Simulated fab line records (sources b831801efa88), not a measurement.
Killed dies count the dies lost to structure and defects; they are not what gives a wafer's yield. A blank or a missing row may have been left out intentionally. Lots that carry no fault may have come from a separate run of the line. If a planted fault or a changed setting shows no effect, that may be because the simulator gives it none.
Struck lot and sound lot, side by side + flow sfq line + 26 out of 325 route steps
Sound: the wafers L586.3, L586.4, L586.6. Struck: wafer L588.4. (L588.6 of the same lot was not struck and is left out.) The cause comes at the end.
Order at every step that has rows: each side's tool, ch and its chambers, its first start. Under that, the readings that differ: sound wafers + struck wafers + difference of the means + sigmas: that difference in standard deviations of wafers without a fault.
alike: words and numbers the same on both sides, and readings whose means are apart by under 2 such deviations; not compared: readings that were withheld, readings missing a value for some wafer, numbers with overlapping values and no deviation given by the record, and bounds like >300 which may hide the same value.
A row with sigmas, a row that says differs or no value, or rows on one side alone: a step with any of these is where the two part. Numbers that have no deviation but don't overlap get no sigmas and don't part them. A reading missing from all wafers of one side parts the sides only when that side holds two or more wafers.

SFQ_L0_RS_MEAS_901: uses a four-point probe to measure.
  struck on film metro-04, day 2 18:37; sound on film metro-01, day 2 08:37
  alike: L0_MONX_KI_RS
SFQ_L0_THK_MEAS_902: measures by xrf.
  struck on film metro-04, day 2 18:43; sound on film metro-01, day 2 08:43
  alike: L0_MONX_KI_THK
then, 6 steps without rows for these wafers: SFQ_TRILAYER_L0_LITHO_COAT_010 (resist thk 62 nm); SFQ_TRILAYER_L0_LITHO_COAT_005 (resist thk 600 nm); SFQ_TRILAYER_L0_LITHO_SOFTBAKE_009; SFQ_TRILAYER_L0_LITHO_EXPOSE_006 (exposes mask L0, target cd 2000 nm); SFQ_TRILAYER_L0_LITHO_PEB_008 (peb time 60 s); SFQ_TRILAYER_L0_LITHO_DEVELOP_007 (time 60 s).
-- the record jumps here: 3 days lie between the struck wafers' starts before and after --
SFQ_TRILAYER_L0_BARC_OPEN_METAL_ETCH_010: etches BARC in O2, target depth 125 nm, time 41.7 s.
  sound on rie metal-02 ch 0,1, day 5 11:41; struck on rie metal-02 ch 1, day 5 21:17
  alike: drypump motor current A, oes product au
  not compared: rf hours counter h
SFQ_TRILAYER_L0_ETCH_METAL_ETCH_008: etches MoNx KI in SF6/O2, stops on SiO2, target depth 50 nm, time 25 s.
  sound on rie metal-02 ch 0,1, day 5 11:44; struck on rie metal-02 ch 1, day 5 21:20
  alike: drypump motor current A, oes product au
  not compared: rf hours counter h
SFQ_TRILAYER_L0_STRIP_STRIP_009: strips in O2.
  sound on rie metal-02 ch 0,1, day 5 11:58; struck on rie metal-02 ch 1, day 5 21:34
  alike: drypump motor current A, oes product au
  not compared: rf hours counter h
then, 1 step without rows for these wafers: SFQ_TRILAYER_L0_STRIP_SOLV_CLEAN_010 (cleans in NMP, time 600 s).
SFQ_TRILAYER_L0_CAP_PECVD_011: deposits SiO2 from SiH4/N2O, time 13.333 s, target thk 60 nm.
  sound on pecvd-01 ch 1,2, day 5 12:33; struck on pecvd-02 ch 2, day 5 22:10
| reading                                             | sound             | struck | difference | sigmas |
|-----------------------------------------------------|-------------------|--------|------------|--------|
| model.SiO2_of_TRILAYER_L0_CAP_PECVD_011.thk nm (nm) | 59.25 59.83 60.68 | 56.2   | -3.7       |        |
  alike: heater power w, throttle valve pct
then, 6 steps without rows for these wafers: SFQ_TRILAYER_L0_VIA_LITHO_COAT_018 (resist thk 62 nm); SFQ_TRILAYER_L0_VIA_LITHO_COAT_013 (resist thk 650 nm); SFQ_TRILAYER_L0_VIA_LITHO_SOFTBAKE_017; SFQ_TRILAYER_L0_VIA_LITHO_EXPOSE_014 (exposes mask L0V, target cd 700 nm); SFQ_TRILAYER_L0_VIA_LITHO_PEB_016 (peb time 60 s); SFQ_TRILAYER_L0_VIA_LITHO_DEVELOP_015 (time 60 s).
-- the record jumps here: 4 days lie between the struck wafers' starts before and after --
SFQ_L0V_OVL_MEAS_903:
  struck on overlay-02, day 9 10:56; sound on overlay-02, day 8 22:30
| reading      | sound | struck | difference | sigmas |
|--------------|-------|--------|------------|--------|
| L0V_OVL (nm) | 5 3 3 | -10    | -14        | -3     |
SFQ_TRILAYER_L0_VIA_BARC_OPEN_VIA_ETCH_021: etches BARC in O2, target depth 125 nm, time 41.7 s.
  sound on rie diel-02 ch 0,3, day 8 22:31; struck on rie diel-02 ch 3, day 9 10:57
  alike: drypump motor current A, oes product au
  not compared: rf hours counter h
SFQ_TRILAYER_L0_VIA_ETCH_VIA_ETCH_016: etches SiO2 in CHF3, stops on MoNx KI, target depth 80 nm.
  sound on rie diel-02 ch 0,3, day 8 22:34; struck on rie diel-02 ch 3, day 9 10:59
| reading                         | sound             | struck | difference | sigmas |
|---------------------------------|-------------------|--------|------------|--------|
| oes product au (a.u.)           | 0.830 0.842 0.844 | 0.822  | -0.017     | -2     |
| model.L0V.feature depth nm (nm) | 59.25 59.83 60.68 | 56.2   | -3.7       |        |
| model.etch.depth nm (nm)        | 59.25 59.83 60.68 | 56.2   | -3.7       |        |
  alike: drypump motor current A
then, 2 steps without rows for these wafers: SFQ_TRILAYER_L0_VIA_STRIP_STRIP_017 (strips in O2); SFQ_TRILAYER_L0_VIA_STRIP_SOLV_CLEAN_018 (cleans in NMP, time 600 s).
SFQ_TRILAYER_M0_DEP_PRE_CLEAN_020: time 15 s.
  struck on pvd sputter-05, day 9 11:49; sound on pvd sputter-06, day 8 23:23
| reading                                             | sound             | struck | difference | sigmas |
|-----------------------------------------------------|-------------------|--------|------------|--------|
| model.SiO2_of_TRILAYER_L0_CAP_PECVD_011.thk nm (nm) | 54.25 54.83 55.68 | 51.2   | -3.7       |        |
SFQ_TRILAYER_M0_DEP_SPUTTER_019: material Nb, target thk 200 nm, time 133.3 s.
  struck on pvd sputter-05, day 9 11:50; sound on pvd sputter-06, day 8 23:25
  alike: throttle valve pct

== WHERE THEY PART ==
Earliest at SFQ_L0V_OVL_MEAS_903; latest, in this record, at SFQ_TRILAYER_L0_VIA_ETCH_VIA_ETCH_016. Later steps at which nothing parts them and some readings are alike: SFQ_TRILAYER_M0_DEP_SPUTTER_019.

WHY: whatever the simulator had introduced
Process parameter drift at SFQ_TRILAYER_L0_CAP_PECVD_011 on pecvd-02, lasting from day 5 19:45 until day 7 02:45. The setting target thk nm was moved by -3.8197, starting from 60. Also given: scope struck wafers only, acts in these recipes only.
